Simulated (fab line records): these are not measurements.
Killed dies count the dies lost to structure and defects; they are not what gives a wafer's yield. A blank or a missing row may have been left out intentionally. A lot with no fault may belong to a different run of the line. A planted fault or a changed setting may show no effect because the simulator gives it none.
fab line records -- flow sky130
record: lots: 6, wafers: 18, lastDay: 49
route steps=708 shown VT_ADJUST_HVTP@90 VT_ADJUST_LVTN@97
lots that met no fault: from a run of the same line without faults
startH: hours from the record's first day to the start of the lot's first wafer shown -- waitH: time in hours since the lot's previous step -- " identical to the entry in the row above -- L1.1+2: a row that stands for several wafers -- - no value, or no start was given -- * or withheld: withheld -- < > ~ a bound
route shown NAME@n: names a module that has steps shown in the file, with the first one's number in the route -- usual: mean and standard deviation over wafers with no fault -- same: alike in all rows -- chamber/n: place in a boat -- sites: readings site by site -- _std_site: standard deviation of those values -- _edge_site: mean of outer sites minus mean of inner sites -- radiusMm: for every site, how far away it sits from the centre of the wafer -- mask NAME#n: copy n -- behind: the most recent tool/chamber to have shaped the wafer -- hold: why the lot went on hold/how many hours it stayed there/how the hold came to an end -- device: transistor that didn't switch, given as n, p or np -- end of line: the same wafers' tests at the end of the route -- a step given without rows: its recipe and nothing more -- killed: dies lost to structure and defects at the first sort, not the wafer's yield -- map: a wafer's dies, marking killed ones x, the rest . and places with no die _
set.NAME: the setting as run; set.NAME@STEP: as run at that earlier step -- model.NAME: the simulator's own value behind a step, which no gauge read
lots seen at some steps along the route; tables by step, rows by wafer
services: from which hour (startH, from the record's first day; less than 0 if before it) a tool's chamber was out of use, for how many hours, and why
== steps ==
step: SKY_VT_ADJUST_HVTP_PEB_05
recipe: tempC: withheld, timeS: *, resist: NOVOLAK
step: SKY_VT_ADJUST_HVTP_DEVELOP_06
recipe: resist: NOVOLAK, developer: TMAH, developTimeS: 60, devTempC: 23
step: SKY_VT_ADJUST_HVTP_CD_MEAS_07
recipe: targetCdNm: 380
usual: cdNm: 380.3/2.8
lot.wafer,tool,chamber,startH,waitH,cdNm
L825.2,cdSem-02,-,140.54,0.1,377.4
L825.3,cdSem-02,-,140.54,0.1,381.5
L825.5,cdSem-02,-,140.54,0.1,381.4
L826.1,cdSem-02,-,149.77,0.1,376.4
L826.4,cdSem-02,-,149.77,0.1,380.6
L826.6,cdSem-02,-,149.77,0.1,377.0
L835.4,cdSem-01,-,202.88,0.1,380.7
L835.5,cdSem-01,-,202.88,0.1,379.8
L835.6,cdSem-01,-,202.88,0.1,381.3
L836.2,cdSem-02,-,213.05,0.1,383.8
L836.3,cdSem-02,-,213.05,0.1,382.7
L836.6,cdSem-02,-,213.05,0.1,383.3
L837.2,cdSem-02,-,219.50,0.1,379.9
L837.3,cdSem-02,-,219.50,0.1,382.3
L837.5,cdSem-02,-,219.50,0.1,378.8
L838.2,cdSem-02,-,223.84,0.1,382.9
L838.4,cdSem-02,-,223.84,0.1,383.1
L838.5,cdSem-02,-,223.84,0.1,382.5
step: SKY_VT_ADJUST_HVTP_OVL_MEAS_08
usual: VT_ADJUST_HVTP_OVL: -0.7/1.7
lot.wafer,tool,chamber,startH,waitH,VT_ADJUST_HVTP_OVL[nm]
L825.2,overlay-02,-,140.65,0.1,1.6
L825.3,overlay-02,-,140.65,0.1,1.8
L825.5,overlay-02,-,140.65,0.1,-0.1
L826.1,overlay-02,-,149.89,0.1,1.4
L826.4,overlay-02,-,149.89,0.1,2.0
L826.6,overlay-02,-,149.89,0.1,0.7
L835.4,overlay-01,-,202.96,0.1,-0.7
L835.5,overlay-01,-,202.96,0.1,-1.7
L835.6,overlay-01,-,202.96,0.1,-0.4
L836.2,overlay-01,-,213.16,0.1,-2.3
L836.3,overlay-01,-,213.16,0.1,0.3
L836.6,overlay-01,-,213.16,0.1,-1.8
L837.2,overlay-01,-,219.61,0.1,-0.9
L837.3,overlay-01,-,219.61,0.1,-0.7
L837.5,overlay-01,-,219.61,0.1,0.5
L838.2,overlay-01,-,223.95,0.1,-4.4
L838.4,overlay-01,-,223.95,0.1,-3.5
L838.5,overlay-01,-,223.95,0.1,-2.3
step: SKY_VT_ADJUST_HVTP_IMPLANT_09
recipe: species: As, energyKev: 150, doseCm2: 4.3e+12, tiltDeg: withheld
step: SKY_VT_ADJUST_HVTP_STRIP_10
recipe: chemistry: O2/N2, powerW: 1400, pressureMtorr: 1500, platenTempC: withheld, o2FlowSccm: 3000, n2FlowSccm: 300, overashFraction: 0.5
usual: drypumpMotorCurrentA: 5.62/0.29, oesProductAu: 0.716/0.005, stripTimeToEndpointS: 14.17/0.042
lot.wafer,tool,chamber,startH,waitH,drypumpMotorCurrentA,oesProductAu,rfHoursCounterH,stripTimeToEndpointS
L825.2,plasmaAsher-01,0,140.83,0.1,6.08,0.711,2,14.21
L825.3,plasmaAsher-01,0,140.83,0.1,6.08,0.708,-,14.18
L825.5,plasmaAsher-01,0,140.83,0.1,6.06,0.717,-,14.21
L826.1,plasmaAsher-01,1,150.08,0.1,5.88,0.718,3,14.21
L826.4,plasmaAsher-01,0,150.08,0.1,6.08,0.715,-,14.19
L826.6,plasmaAsher-01,0,150.08,0.1,6.07,0.718,-,14.21
L835.4,plasmaAsher-02,0,203.16,0.1,5.29,0.713,-,14.14
L835.5,plasmaAsher-02,1,203.16,0.1,5.38,0.709,-,14.18
L835.6,plasmaAsher-02,0,203.16,0.1,5.31,0.720,-,14.17
L836.2,plasmaAsher-01,0,213.34,0.1,6.05,0.711,9,14.18
L836.3,plasmaAsher-01,1,213.34,0.1,5.89,0.723,-,14.20
L836.6,plasmaAsher-01,1,213.34,0.1,5.88,0.723,-,14.18
L837.2,plasmaAsher-02,0,219.79,0.1,5.29,0.705,53,14.14
L837.3,plasmaAsher-02,1,219.79,0.1,5.37,0.720,-,14.10
L837.5,plasmaAsher-02,1,219.79,0.1,5.38,0.711,-,14.11
L838.2,plasmaAsher-01,1,224.13,0.1,5.89,0.720,10,14.13
L838.4,plasmaAsher-01,1,224.13,0.1,5.88,0.711,-,14.12
L838.5,plasmaAsher-01,1,224.13,0.1,5.87,0.720,-,14.15
step: SKY_VT_ADJUST_HVTP_TW_MEAS_11
usual: VT_ADJUST_HVTP_TW: 1349/6.2
lot.wafer,tool,chamber,startH,waitH,VT_ADJUST_HVTP_TW
L825.2,filmMetro-03,-,140.94,0.1,1351
L825.3,filmMetro-03,-,140.94,0.1,1345
L825.5,filmMetro-03,-,140.94,0.1,1346
L826.1,filmMetro-01,-,150.18,0.1,1353
L826.4,filmMetro-01,-,150.18,0.1,1342
L826.6,filmMetro-01,-,150.18,0.1,1347
L835.4,filmMetro-03,-,203.26,0.1,1347
L835.5,filmMetro-03,-,203.26,0.1,1354
L835.6,filmMetro-03,-,203.26,0.1,1359
L836.2,filmMetro-01,-,213.45,0.1,1348
L836.3,filmMetro-01,-,213.45,0.1,1331
L836.6,filmMetro-01,-,213.45,0.1,1343
L837.2,filmMetro-01,-,219.90,0.1,1345
L837.3,filmMetro-01,-,219.90,0.1,1358
L837.5,filmMetro-01,-,219.90,0.1,1344
L838.2,filmMetro-01,-,224.24,0.1,1347
L838.4,filmMetro-01,-,224.24,0.1,1346
L838.5,filmMetro-01,-,224.24,0.1,1350
step: SKY_VT_ADJUST_LVTN_DEHYDRATE_00
recipe: tempC: 200, timeS: 60
step: SKY_VT_ADJUST_LVTN_HMDS_01
recipe: primeTimeS: 60, primeTempC: 120
step: SKY_VT_ADJUST_LVTN_COAT_02
recipe: spinRpm: 2000, resistThkNm: 3000
step: SKY_VT_ADJUST_LVTN_SOFTBAKE_03
recipe: tempC: 110, timeS: withheld
step: SKY_VT_ADJUST_LVTN_EXPOSE_04
recipe: maskId: NWM_COMPLEMENT_LESS_NATIVE, na: 0.6, sourceShape: conventional, sigmaOuter: 0.6, polarization: unpolarized, targetCdNm: 840, doseMj: 194
step: SKY_VT_ADJUST_LVTN_PEB_05
recipe: tempC: 115, timeS: withheld
usual: chillPlateTempC: 22.99/0.11, exhaustPa: 45.1/0.91, heaterPowerTotalW: 69.35/0.13
lot.wafer,tool,chamber,startH,waitH,chillPlateTempC,exhaustPa,heaterPowerTotalW
L825.2,lithoTrack-01,-,159,-,-,-,-
L825.3,lithoTrack-01,-,159,-,-,-,-
L825.5,lithoTrack-01,-,160,-,-,-,-
L826.1,lithoTrack-03,-,169,-,-,-,-
L826.4,lithoTrack-03,-,169,-,-,-,-
L826.6,lithoTrack-03,-,169,-,-,-,-
L835.4,lithoTrack-03,0,224,-,23.11,46.0,69.46
L835.5,lithoTrack-03,0,224,-,23.08,46.8,69.24
L835.6,lithoTrack-03,0,224,-,23.14,46.5,69.46
L836.2,lithoTrack-02,0,234,-,22.99,45.6,69.46
L836.3,lithoTrack-02,0,234,-,23.15,45.0,69.46
L836.6,lithoTrack-02,0,234,-,23.14,43.6,69.26
L837.2,lithoTrack-03,0,242,-,22.97,45.6,69.24
L837.3,lithoTrack-03,0,242,-,23.02,45.7,69.37
L837.5,lithoTrack-03,0,242,-,22.97,44.1,69.54
L838.2,lithoTrack-03,0,246,-,22.86,44.5,69.45
L838.4,lithoTrack-03,0,247,-,23.14,45.2,69.47
L838.5,lithoTrack-03,0,247,-,23.26,45.6,69.36
step: SKY_VT_ADJUST_LVTN_DEVELOP_06
recipe: wallAngleDeg: 90, developer: TMAH, developTimeS: 60, devTempC: 23
== services ==
tool,chamber,startH,hours,kind
plasmaAsher-01,0,117.75,-,clean
plasmaAsher-01,1,117.75,-,clean
plasmaAsher-01,-,196.23,1.2,repair
plasmaAsher-01,-,240.27,1.3,repair
== key ==
firstSign: step: SKY_VT_ADJUST_LVTN_PEB_05, reading: toolRecord, direction: missing
effect none on later readings
metAt SKY_VT_ADJUST_LVTN_PEB_05
struckWafers L825.2,L825.3,L825.5,L826.1,L826.4,L826.6
sortLeftOut L825.2,L825.3,L825.5,L826.1,L826.4,L826.6
testerLeftOut L825,L826
fault: kind: skippedStepWhole, tool: lithoTrack-01,lithoTrack-03, chamber: -, onsetH: 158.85, steps: SKY_VT_ADJUST_LVTN_PEB_05, scope: struckLotsOnly
testerLeftOut: of these lots the tester's yield and bins aren't shown, on N5 and GAA mostly nor the transistor test; their killed dies are dies lost to structure and defects alone, not to doping, threshold or leakage, so they don't give the yield
sortLeftOut: the simulated sort isn't trusted on such a fault, so these wafers' sort isn't shown, and their yield isn't known
